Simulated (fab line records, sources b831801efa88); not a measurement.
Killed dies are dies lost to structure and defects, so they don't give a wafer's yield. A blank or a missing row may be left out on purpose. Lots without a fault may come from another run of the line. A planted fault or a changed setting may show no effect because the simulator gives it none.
Problem report in the 8D (eight disciplines) form, filled by code | flow sfq_line | the parts of the form that need people (team, actions taken, sign-off) are left out

1. THE PROBLEM
spin_speed_rpm at SFQ_TRILAYER_R5_LITHO_COAT_141 reads a mean of 2951.2 rpm on 6 wafers of 2 lots; wafers without a fault read 2999.8 rpm with a standard deviation of 1.9. That is -26 standard deviations from the usual mean.
The step: resist thk 62 nm.
First seen on wafer L780.2, day 53 18:40, on litho_track-04. The record holds 42 wafers of 14 lots with a number at this step. Rule for "out", or "out of limits": more than 4 standard deviations from the usual mean. The other wafers with a number count as sound.

2. WHAT IT IS AND WHAT IT IS NOT
question                    | is                     | is not
which readings at this step | spin_speed_rpm         | -
which lots                  | L780, L781             | L773, L774, L775, L776, L785, L786, L787, L789, L791, L792, L794, L795
which wafers of those lots  | all that have a number | -
read on which tools         | litho_track-04         | litho_track-01, litho_track-02
when                        | from day 53 18:40      | up to then (12 sound wafers); but 24 sound wafers of L785, L786, L787, L789, L791, L792, L794, L795 came after

3. SUSPECTS, AND WHAT RULES EACH OUT
Counting: a tool at a process step up to the reading stays a suspect if it ran every lot that is out and no sound lot after the first of them.
- litho_track-04 at SFQ_TRILAYER_R5_LITHO_COAT_141 (resist thk 62 nm): ruled out as a lasting fault. Sound lots L785, L791, L794, L795 ran on it after its first lot that is out, L780 (day 53 18:40).
Left after counting: nothing in the record.

4. THE CAUSE (what the simulator had put in)
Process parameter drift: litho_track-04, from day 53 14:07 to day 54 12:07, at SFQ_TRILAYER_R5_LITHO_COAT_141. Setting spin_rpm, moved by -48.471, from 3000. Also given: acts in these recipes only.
Counting ruled it out, wrongly.

5. THE CHAIN OF EFFECTS, in route order
Each row: a reading whose mean over the struck wafers that have a number lies more than 3 standard deviations from the usual. Only readings for which the record gives a usual standard deviation are gone through. hours: the time from each lot's start at the first step in this table that gives one to its start at this step, as a median over the lots. sigmas: the change in usual standard deviations.
hours | step                           | reading        | usual      | on struck wafers | change | sigmas
0     | SFQ_TRILAYER_R5_LITHO_COAT_141 | spin_speed_rpm | 2999.8 rpm | 2951.2           | -48.7  | -26
The process steps in it:
- SFQ_TRILAYER_R5_LITHO_COAT_141: resist thk 62 nm.

6. WHAT WOULD HAVE CAUGHT IT SOONER
In this record the first reading out of limits was taken at day 53 18:40, 5 hours after the fault began at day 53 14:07.
